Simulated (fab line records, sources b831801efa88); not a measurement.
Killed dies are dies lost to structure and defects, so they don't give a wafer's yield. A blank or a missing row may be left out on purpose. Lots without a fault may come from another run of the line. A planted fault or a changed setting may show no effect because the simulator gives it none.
Chamber matching | flow sky130 | SKY_METAL3_ETCH_17 on rie_diel-01: 4 sister chambers
The step etches SiO2 in C4F8/O2/Ar, stops on TiN, time 3.9 s, target depth 15 nm. 8 wafers are shown with their chamber, then 9 later ones without.

WAFERS WITH THEIR CHAMBER
wafer  | chamber | oes_product_au (a.u.) | chamber_pressure_mTorr (mTorr)
L085.5 | 1       | 0.765                 | 39.94
L084.3 | 1       | 0.750                 | 40.00
L084.6 | 0       | 0.756                 | 40.01
L088.3 | 2       | 0.749                 | 39.97
L088.6 | 3       | 0.751                 | 40.01
L089.1 | 0       | 0.747                 | 39.92
L089.3 | 2       | 0.745                 | 40.00
L089.4 | 3       | 0.757                 | 40.08

WAFERS WITHOUT THEIR CHAMBER
wafer  | oes_product_au (a.u.) | chamber_pressure_mTorr (mTorr)
L093.1 | 0.747                 | 40.02
L093.2 | 0.753                 | 39.92
L093.3 | 0.750                 | 39.91
L096.1 | 0.761                 | 40.02
L096.2 | 0.745                 | 39.99
L096.5 | 0.754                 | 39.97
L097.2 | 0.758                 | 40.04
L097.4 | 0.763                 | 40.05
L097.5 | 0.761                 | 39.98

WHICH CHAMBER EACH WENT THROUGH
wafer  | from the rows above               | in truth
L093.1 | can't be placed: 2 or 3 or 0 or 1 | 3
L093.2 | can't be placed: 0 or 1 or 2 or 3 | 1
L093.3 | can't be placed: 0 or 2 or 1 or 3 | 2
L096.1 | can't be placed: 3 or 1 or 0 or 2 | 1
L096.2 | can't be placed: 2 or 0 or 3 or 1 | 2
L096.5 | can't be placed: 0 or 1 or 2 or 3 | 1
L097.2 | can't be placed: 3 or 1 or 0 or 2 | 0
L097.4 | can't be placed: 3 or 1 or 0 or 2 | 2
L097.5 | can't be placed: 1 or 0 or 3 or 2 | 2
Placed correctly: 0 of 9. Can't be placed from these rows: 9 (the true chamber is among the candidates in 9). Placed wrongly: 0.
How it was worked out, from the rows above alone: a wafer's distance from a chamber is the root of the sum, over the readings, of the square of ((its reading less the chamber's mean) divided by the reading's scatter). The wafer belongs to the nearest chamber; if the next one is less than 2 further off, it can't be placed. A chamber's mean is the mean of its shown wafers. The scatter: the root of (the sum of the squares of (reading less its chamber's mean) over the shown wafers, divided by (wafers less chambers)).
